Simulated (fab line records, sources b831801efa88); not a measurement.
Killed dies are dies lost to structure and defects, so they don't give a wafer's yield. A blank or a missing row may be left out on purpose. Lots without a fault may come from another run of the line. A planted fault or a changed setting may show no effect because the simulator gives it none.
fab line records | flow sky130
record lots=9 wafers=27 last_day=50
route steps=708 shown VIA1@461 CAP2M@615 VIA4@639 PAD_OPEN@708
lots that met no fault: from a run of the same line without faults
start_h: hours from the record's first day to the start of the lot's first wafer shown | wait_h: hours since the lot's step before | " the same as in the row above | L1.1+2: a row that stands for several wafers | - no value, or no start given | * or withheld: withheld | < > ~ a bound
route shown NAME@n: a module of which the file shows steps, and the number in the route of the first | usual: mean/standard deviation of fault-free wafers | same: alike in all rows | chamber/n: place in a boat | sites: the reading at each site | _std_site: their standard deviation | _edge_site: outer sites' mean less inner sites' | radius_mm: how far each site lies from the wafer's centre | mask NAME#n: copy n | behind: the tool/chamber that last shaped the wafer | hold: why the lot was held/for how many hours/how that ended | device: the transistor (n, p or np) that didn't switch | end of line: the same wafers' tests at the end of the route | a step without rows: its recipe alone | killed: dies lost to structure and defects at the first sort, not the wafer's yield | map: a wafer's dies, x killed, . not, _ none there
set.NAME: the setting as run; set.NAME@STEP: as run at that earlier step | model.NAME: the simulator's own value behind a step, which no gauge read
steps of the route over a sample of lots; a table a step, a row a wafer
services: from which hour (start_h, from the record's first day; less than 0 if before it) a tool's chamber was out of use, for how many hours, and why
## steps
# step SKY_VIA1_BOW_MEAS_03
# recipe mode=bow
# usual VIA1_BOW=80/7.8
# columns lot.wafer tool chamber start_h wait_h VIA1_BOW[um]
L324.1 film_metro-03 - 765.36 0.2 66
L324.4 " - " " 76
L324.6 " - " " 80
L325.4 film_metro-04 - 781.99 0.3 87
L325.5 " - " " 82
L325.6 " - " " 86
L331.2 film_metro-03 - 817.05 0.2 81
L331.4 " - " " 80
L331.6 " - " " 80
L333.2 film_metro-04 - 829.33 0.2 76
L333.4 " - " " 69
L333.5 " - " " 70
L337.2 film_metro-03 - 863.42 0.3 86
L337.3 " - " " 85
L337.4 " - " " 80
L339.2 film_metro-02 - 871.98 0.1 77
L339.3 " - " " 71
L339.6 " - " " 69
L345.1 film_metro-04 - 922.61 0.1 76
L345.4 " - " " 86
L345.5 " - " " 68
L346.1 film_metro-03 - 924.58 0.2 74
L346.2 " - " " 92
L346.4 " - " " 84
L347.2 film_metro-02 - 934.58 0.1 70
L347.4 " - " " 79
L347.5 " - " " 76
# step SKY_CAP2M_OVL_MEAS_12
# usual CAP2M_OVL=-0.7/1.5
# columns lot.wafer tool chamber start_h wait_h CAP2M_OVL[nm]
L324.1 overlay-02 - 953.28 0.1 0.0
L324.4 " - " " -0.5
L324.6 " - " " 0.2
L325.4 overlay-02 - 969.51 0.1 -0.9
L325.5 " - " " -2.1
L325.6 " - " " 1.5
L331.2 overlay-02 - 999.63 0.1 1.0
L331.4 " - " " 2.4
L331.6 " - " " 0.3
L333.2 overlay-02 - 1011.68 0.1 -2.9
L333.4 " - " " -1.8
L333.5 " - " " -1.4
L337.2 overlay-02 - 1043.43 0.1 -2.1
L337.3 " - " " -1.4
L337.4 " - " " -0.5
L339.2 overlay-01 - 1048.69 0.1 -2.4
L339.3 " - " " -1.7
L339.6 " - " " -2.4
L345.1 overlay-02 - 1092.53 0.1 -1.7
L345.4 " - " " 0.7
L345.5 " - " " 0.0
L346.1 overlay-02 - 1094.52 0.1 1.4
L346.2 " - " " 0.1
L346.4 " - " " -0.7
L347.2 overlay-01 - 1102.89 0.1 1.7
L347.4 " - " " 0.4
L347.5 " - " " 0.8
# step SKY_VIA4_HDPCVD_00
# recipe material=SiO2 target_thk_nm=1750 sigma_open_frac=0.3 time_s=291.7 temp_c=400 sih4_flow_sccm=60 pressure_mtorr=6
# columns lot.wafer tool chamber start_h wait_h
L324.1+4+6 hdpcvd-02 2,2,0 978.77 0.0
L325.4+5+6 hdpcvd-02 0,1,2 994.88 0.1
L331.2+4+6 hdpcvd-02 2,2,0 1025.06 0.0
L333.2+4+5 hdpcvd-02 0,2,0 1036.53 0.0
L337.2+3+4 hdpcvd-01 2,1,1 1068.00 0.0
L339.2+3+6 hdpcvd-01 1,0,0 1072.58 0.0
L345.1+4+5 hdpcvd-01 0,0,2 1114.72 0.0
L346.1+2+4 hdpcvd-01 1,2,1 1116.93 0.0
L347.2+4+5 hdpcvd-01 2,1,0 1124.70 0.0
# step SKY_VIA4_THK_MEAS_01
# recipe reads=SiO2_of_VIA4_HDPCVD_00
# usual VIA4_HDPCVD_THK=1758/16
# columns lot.wafer tool chamber start_h wait_h VIA4_HDPCVD_THK[nm]
L324.1 film_metro-01 - 978.95 0.1 1758
L324.4 " - " " 1749
L324.6 " - " " 1735
L325.4 film_metro-01 - 995.00 0.0 1732
L325.5 " - " " 1747
L325.6 " - " " 1747
L331.2 film_metro-03 - 1025.25 0.1 1764
L331.4 " - " " 1329
L331.6 " - " " 1338
L333.2 film_metro-02 - 1036.72 0.1 1771
L333.4 " - " " 1359
L333.5 " - " " 1774
L337.2 film_metro-01 - 1068.19 0.1 1775
L337.3 " - " " 1767
L337.4 " - " " 1765
L339.2 film_metro-01 - 1072.76 0.1 1751
L339.3 " - " " 1756
L339.6 " - " " 1774
L345.1 film_metro-01 - 1114.90 0.1 1747
L345.4 " - " " 1745
L345.5 " - " " 1754
L346.1 film_metro-03 - 1117.11 0.1 1751
L346.2 " - " " 1754
L346.4 " - " " 1751
L347.2 film_metro-03 - 1124.89 0.1 1767
L347.4 " - " " 1757
L347.5 " - " " 1756
# step SKY_VIA4_SPUTTER_17
# recipe material=TiN target_thk_nm=20 chamber_pressure_pa=5 power_w=4000 time_s=80
# usual chamber_pressure_pa=4.999/0.01 throttle_valve_pct=29.9/1.1
# columns lot.wafer tool chamber start_h wait_h chamber_pressure_pa throttle_valve_pct
L324.1 pvd_sputter-02 - 1002.58 0.0 4.986 30.4
L324.4 " - " " 4.983 30.8
L324.6 " - " " 5.012 28.9
L325.4 pvd_sputter-03 - 1018.91 0.0 4.981 30.8
L325.5 " - " " 5.020 28.7
L325.6 " - " " 4.996 30.6
L331.2 pvd_sputter-04 - 1049.04 0.0 5.007 28.6
L331.4 " - " " 4.987 29.8
L331.6 " - " " 4.985 29.7
L333.2 pvd_sputter-02 - 1059.49 0.0 4.999 31.0
L333.4 " - " " 4.994 30.4
L333.5 " - " " 4.993 29.0
L337.2 pvd_sputter-04 - 1090.22 0.0 5.002 29.9
L337.3 " - " " 4.995 28.5
L337.4 " - " " 4.983 32.3
L339.2 pvd_sputter-04 - 1095.02 0.0 5.019 28.7
L339.3 " - " " 5.004 30.0
L339.6 " - " " 4.999 29.8
L345.1 pvd_sputter-03 - 1134.52 0.0 4.996 29.8
L345.4 " - " " 5.003 30.6
L345.5 " - " " 5.001 30.9
L346.1 pvd_sputter-03 - 1137.68 0.0 4.993 30.6
L346.2 " - " " 4.993 28.5
L346.4 " - " " 5.018 30.5
L347.2 pvd_sputter-02 - 1144.54 0.0 4.995 28.9
L347.4 " - " " 4.978 29.5
L347.5 " - " " 4.991 29.3
# step SKY_PAD_OPEN_PROBE_99
# usual defect_limited_yield=81.9/2 killed_at_M0_to_M3=43/6.5 killed_at_M4_up=3.2/1.8 killed_at_contacts=26/5.2 killed_at_front_end=16/4.8 killed_at_other=0.3/0.6 killed_dies=89/9.6 killed_open=48/7.1 killed_short=40/6.4
# same gross_dies=492 killed_at_back_side=0
# columns lot.wafer tool chamber start_h wait_h defect_limited_yield[%] killed_at_M0_to_M3 killed_at_M4_up killed_at_contacts killed_at_front_end killed_at_other killed_dies killed_open killed_short
L324.1 prober-02 - 1074.53 0.1 82.1 38 4 18 28 0 88 42 46
L324.4 prober-02 - 1074.68 0.2 82.1 46 6 18 17 1 88 42 46
L324.6 prober-02 - 1074.78 0.2 82.5 42 2 22 20 0 86 56 30
L331.2 prober-02 - 1117.54 0.1 83.7 38 5 24 13 0 80 47 33
L331.4 prober-02 - 1117.64 0.2 82.3 41 4 21 20 1 87 43 43
L331.6 prober-02 - 1117.74 0.2 80.5 52 2 22 20 0 96 49 47
L337.2 prober-02 - 1151.79 0.1 77.8 56 4 27 22 0 109 65 43
L337.3 prober-02 - 1151.84 0.2 82.1 47 0 21 20 0 88 44 44
L337.4 prober-02 - 1151.89 0.2 78.0 43 3 28 34 0 108 56 50
L345.1 prober-02 - 1190.20 0.1 85.2 39 4 22 8 0 73 39 34
L345.4 prober-02 - 1190.35 0.2 85.8 31 4 24 11 0 70 39 31
L345.5 prober-02 - 1190.40 0.2 85.6 33 6 21 11 0 71 36 35
L346.1 prober-01 - 1192.10 0.1 80.7 48 4 22 21 0 95 52 43
L346.2 prober-01 - 1192.15 0.1 79.7 60 3 21 15 1 100 62 37
L346.4 prober-01 - 1192.25 0.2 79.9 42 3 31 22 1 99 60 38
L347.2 prober-02 - 1199.08 0.1 80.3 43 5 36 13 0 97 52 45
L347.4 prober-02 - 1199.18 0.2 83.3 39 2 25 16 0 82 40 42
L347.5 prober-02 - 1199.23 0.2 80.5 52 2 31 11 0 96 46 50
# killed by level:class
L324.1 VIA2:geometric_particle:open=8 POLY_GATE:geometric_particle:open=7 POLY_GATE:geometric_particle:short=7 CONTACT:geometric_particle:open=7 METAL1:geometric_particle:short=7 FIELD_ISO:geometric_particle:open=5 VIA1:geometric_particle:short=5 METAL2:geometric_particle:short=5
L324.4 METAL1:geometric_particle:short=9 POLY_GATE:geometric_particle:short=7 VIA2:geometric_particle:open=7 LI_CONTACT:geometric_particle:open=6 VIA3:geometric_particle:open=6 METAL2:geometric_particle:short=5 VIA1:geometric_particle:open=5 METAL4:geometric_particle:short=4
L324.6 POLY_GATE:geometric_particle:open=9 VIA1:geometric_particle:open=9 VIA3:geometric_particle:open=8 VIA2:geometric_particle:open=8 LI_CONTACT:geometric_particle:open=6 FIELD_ISO:geometric_particle:open=5 CONTACT:geometric_particle:open=5 METAL1:geometric_particle:short=5
L331.2 LI_CONTACT:geometric_particle:open=10 VIA3:geometric_particle:open=7 VIA1:geometric_particle:open=7 VIA2:geometric_particle:open=7 CONTACT:geometric_particle:open=6 VIA1:geometric_particle:short=6 FIELD_ISO:geometric_particle:open=5 METAL4:geometric_particle:short=5
L331.4 CONTACT:geometric_particle:open=9 METAL1:geometric_particle:short=8 LI_CONTACT:geometric_particle:open=7 VIA1:geometric_particle:short=6 VIA1:geometric_particle:open=6 VIA3:geometric_particle:open=6 FIELD_ISO:geometric_particle:short=5 VIA3:geometric_particle:short=5
L331.6 VIA1:geometric_particle:open=14 VIA3:geometric_particle:open=8 CONTACT:geometric_particle:open=8 FIELD_ISO:geometric_particle:short=6 METAL3:geometric_particle:short=5 FIELD_ISO:geometric_particle:open=4 POLY_GATE:geometric_particle:short=4 LOCAL_INTERCONNECT:geometric_particle:short=4
L337.2 VIA1:geometric_particle:open=15 LI_CONTACT:geometric_particle:open=10 VIA2:geometric_particle:open=9 FIELD_ISO:geometric_particle:open=8 CONTACT:geometric_particle:open=7 VIA3:geometric_particle:open=7 CONTACT:geometric_particle:short=6 METAL1:geometric_particle:short=6
L337.3 VIA1:geometric_particle:open=10 METAL2:geometric_particle:short=8 FIELD_ISO:geometric_particle:short=7 CONTACT:geometric_particle:open=7 VIA2:geometric_particle:open=6 VIA3:geometric_particle:short=6 LI_CONTACT:geometric_particle:open=5 FIELD_ISO:geometric_particle:open=4
L337.4 CONTACT:geometric_particle:open=10 FIELD_ISO:geometric_particle:short=8 VIA2:geometric_particle:open=8 FIELD_ISO:geometric_particle:open=7 POLY_GATE:geometric_particle:open=7 CONTACT:geometric_particle:short=7 VIA1:geometric_particle:open=7 POLY_GATE:geometric_particle:short=6
L345.1 VIA1:geometric_particle:open=10 LI_CONTACT:geometric_particle:open=7 CONTACT:geometric_particle:open=7 METAL3:geometric_particle:short=6 VIA1:geometric_particle:short=5 VIA2:geometric_particle:short=4 FIELD_ISO:geometric_particle:short=3 CONTACT:geometric_particle:short=3
L345.4 VIA1:geometric_particle:open=7 LI_CONTACT:geometric_particle:open=7 CONTACT:geometric_particle:open=6 METAL2:geometric_particle:short=6 VIA3:geometric_particle:open=5 POLY_GATE:geometric_particle:open=4 LOCAL_INTERCONNECT:geometric_particle:short=4 CONTACT:geometric_particle:short=4
L345.5 VIA1:geometric_particle:open=8 CONTACT:geometric_particle:open=7 METAL2:geometric_particle:short=6 LI_CONTACT:geometric_particle:open=6 VIA1:geometric_particle:short=5 METAL4:geometric_particle:short=5 POLY_GATE:geometric_particle:short=4 LOCAL_INTERCONNECT:geometric_particle:short=4
L346.1 VIA1:geometric_particle:open=11 CONTACT:geometric_particle:open=9 POLY_GATE:geometric_particle:open=7 VIA3:geometric_particle:open=7 POLY_GATE:geometric_particle:short=5 LI_CONTACT:geometric_particle:open=5 VIA3:geometric_particle:short=5 VIA1:geometric_particle:short=5
L346.2 VIA1:geometric_particle:open=16 CONTACT:geometric_particle:open=10 METAL2:geometric_particle:short=10 VIA3:geometric_particle:open=10 VIA2:geometric_particle:open=8 METAL1:geometric_particle:short=6 VIA1:geometric_particle:short=6 POLY_GATE:geometric_particle:open=4
L346.4 CONTACT:geometric_particle:open=13 VIA1:geometric_particle:open=12 VIA2:geometric_particle:open=7 LI_CONTACT:geometric_particle:open=7 POLY_GATE:geometric_particle:short=6 METAL1:geometric_particle:short=6 FIELD_ISO:geometric_particle:open=5 FIELD_ISO:geometric_particle:short=5
L347.2 VIA1:geometric_particle:open=11 CONTACT:geometric_particle:open=10 LI_CONTACT:geometric_particle:open=7 CONTACT:geometric_particle:short=7 LI_CONTACT:geometric_particle:short=6 METAL2:geometric_particle:short=6 VIA2:geometric_particle:open=6 POLY_GATE:geometric_particle:open=5
L347.4 VIA1:geometric_particle:open=8 LI_CONTACT:geometric_particle:open=8 CONTACT:geometric_particle:short=7 POLY_GATE:geometric_particle:short=6 CONTACT:geometric_particle:open=6 METAL2:geometric_particle:short=5 VIA3:geometric_particle:open=5 METAL1:geometric_particle:short=4
L347.5 CONTACT:geometric_particle:open=11 VIA1:geometric_particle:open=10 LOCAL_INTERCONNECT:geometric_particle:short=8 METAL1:geometric_particle:short=8 VIA3:geometric_particle:open=7 METAL2:geometric_particle:short=6 LI_CONTACT:geometric_particle:open=5 VIA2:geometric_particle:open=5
## services
# columns tool chamber start_h hours kind
hdpcvd-01 - 957.72 0.5 repair
hdpcvd-02 0 965.25 - clean
hdpcvd-02 1 965.25 - clean
hdpcvd-02 2 965.25 - clean
pvd_sputter-04 - 1019.20 2.7 repair
pvd_sputter-02 - 1019.45 3.2 repair
hdpcvd-02 2 1056.08 11.9 repair
hdpcvd-01 1 1058.24 7.0 repair
hdpcvd-01 - 1086.33 0.3 repair
hdpcvd-02 - 1106.35 2.9 repair
pvd_sputter-04 - 1114.58 0.5 repair
pvd_sputter-02 - 1122.37 6.6 repair
## key
first_sign step=SKY_VIA4_THK_MEAS_01 reading=VIA4_HDPCVD_THK direction=down sigmas=26 usual=1758 struck=1342
effect none on later readings
met_at SKY_VIA4_HDPCVD_00
struck_lots L331,L333
struck_wafers L331.4,L331.6,L333.4
not_acting_at SKY_VIA1_BOW_MEAS_03,SKY_CAP2M_OVL_MEAS_12,SKY_VIA4_SPUTTER_17
onset_between 994.88 1025.06
fault kind=process_parameter_drift tool=hdpcvd-02 chamber=- onset_h=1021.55 steps=SKY_VIA4_HDPCVD_00 channel=target_thk_nm offset=-434.11 shape=step end_h=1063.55 scope=struck_wafers_only acts_in=these_recipes_only stated=1750
